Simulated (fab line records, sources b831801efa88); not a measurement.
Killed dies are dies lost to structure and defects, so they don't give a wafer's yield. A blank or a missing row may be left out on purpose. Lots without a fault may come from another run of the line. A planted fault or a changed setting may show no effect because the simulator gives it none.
Chamber matching | flow sky130 | SKY_VIA3_CMP_24 on cmp-02: 4 sister chambers
The step polishes, stops on SiO2, t overpolish 20 s, target thk 0 nm. 4 wafers are shown with their chamber, then 12 later ones without.

WAFERS WITH THEIR CHAMBER
wafer  | chamber | motor_current_A (A)
L087.1 | 0       | 10.9
L087.3 | 2       | 10.1
L091.3 | 1       | 9.3
L091.6 | 3       | 12.8

WAFERS WITHOUT THEIR CHAMBER
wafer  | motor_current_A (A)
L094.1 | 10.0
L094.3 | 11.8
L094.4 | 10.5
L093.4 | 10.0
L093.5 | 10.2
L093.6 | 11.9
L095.1 | 10.8
L095.3 | 12.7
L095.5 | 12.5
L096.2 | 12.0
L096.3 | 12.5
L096.6 | 11.3

WHICH CHAMBER EACH WENT THROUGH
wafer  | from the rows above          | in truth
L094.1 | can't be placed: 2 or 1 or 0 | 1
L094.3 | can't be placed: 0 or 3 or 2 | 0
L094.4 | can't be placed: 0 or 2 or 1 | 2
L093.4 | can't be placed: 2 or 1 or 0 | 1
L093.5 | can't be placed: 2 or 0 or 1 | 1
L093.6 | can't be placed: 3 or 0 or 2 | 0
L095.1 | can't be placed: 0 or 2      | 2
L095.3 | 3                            | 3
L095.5 | 3                            | 3
L096.2 | can't be placed: 3 or 0      | 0
L096.3 | 3                            | 3
L096.6 | can't be placed: 0 or 2      | 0
Placed correctly: 3 of 12. Can't be placed from these rows: 9 (the true chamber is among the candidates in 9). Placed wrongly: 0.
How it was worked out, from the rows above alone: a wafer's distance from a chamber is the root of the sum, over the readings, of the square of ((its reading less the chamber's mean) divided by the reading's scatter). The wafer belongs to the nearest chamber; if the next one is less than 2 further off, it can't be placed. A chamber's mean is the mean of its shown wafers. The scatter: with one shown wafer a chamber, the root of the mean of the squares of how far each hidden wafer lies from its nearest shown one.
